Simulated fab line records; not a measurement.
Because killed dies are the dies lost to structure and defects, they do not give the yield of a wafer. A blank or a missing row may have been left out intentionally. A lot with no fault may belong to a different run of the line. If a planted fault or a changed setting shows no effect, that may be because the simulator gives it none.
Matching of chambers -- flow sky130 -- SKY_LI_CONTACT_CMP_24 on cmp-01 has 4 sister chambers
The step polishes, stops on PSG, t overpolish 20 s, target thk 0 nm. 8 wafers are shown with their chamber, then 7 later ones without.

## WAFERS, EACH WITH ITS CHAMBER
wafer,chamber,motor_current_A (A),time_to_endpoint_s (s)
L484.1,3,11.8,98
L484.3,0,13.1,95
L484.4,2,12.1,95
L490.1,2,12.1,90
L490.3,0,13.1,93
L490.4,1,11.9,93
L491.3,1,11.6,92
L491.4,3,11.7,97

## WAFERS WHOSE CHAMBER IS MISSING
wafer,motor_current_A (A),time_to_endpoint_s (s)
L491.5,12.3,92
L498.2,11.2,97
L498.3,12.9,100
L498.6,11.7,97
L499.4,11.0,100
L499.5,11.8,97
L499.6,11.9,100

## CHAMBER TAKEN BY EACH
wafer,from the rows above,in truth
L491.5,2,2
L498.2,can't be placed: 3 or 1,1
L498.3,0,0
L498.6,can't be placed: 3 or 1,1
L499.4,can't be placed: 3 or 1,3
L499.5,can't be placed: 3 or 1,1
L499.6,3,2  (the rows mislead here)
Correctly placed: 2 of 7. Not placeable from these rows: 4 (in 4, the candidates include the true chamber). Placed wrongly: 1.
How it was worked out, from the rows above alone: a wafer's distance from a chamber is the root of the sum, over the readings, of the square of ((its reading less the chamber's mean) divided by the reading's scatter). The wafer belongs to the nearest chamber; if the next one is less than 2 further off, it can't be placed. A chamber's mean is the mean of its shown wafers. The scatter: the root of (the sum of the squares of (reading less its chamber's mean) over the shown wafers, divided by (wafers less chambers)).
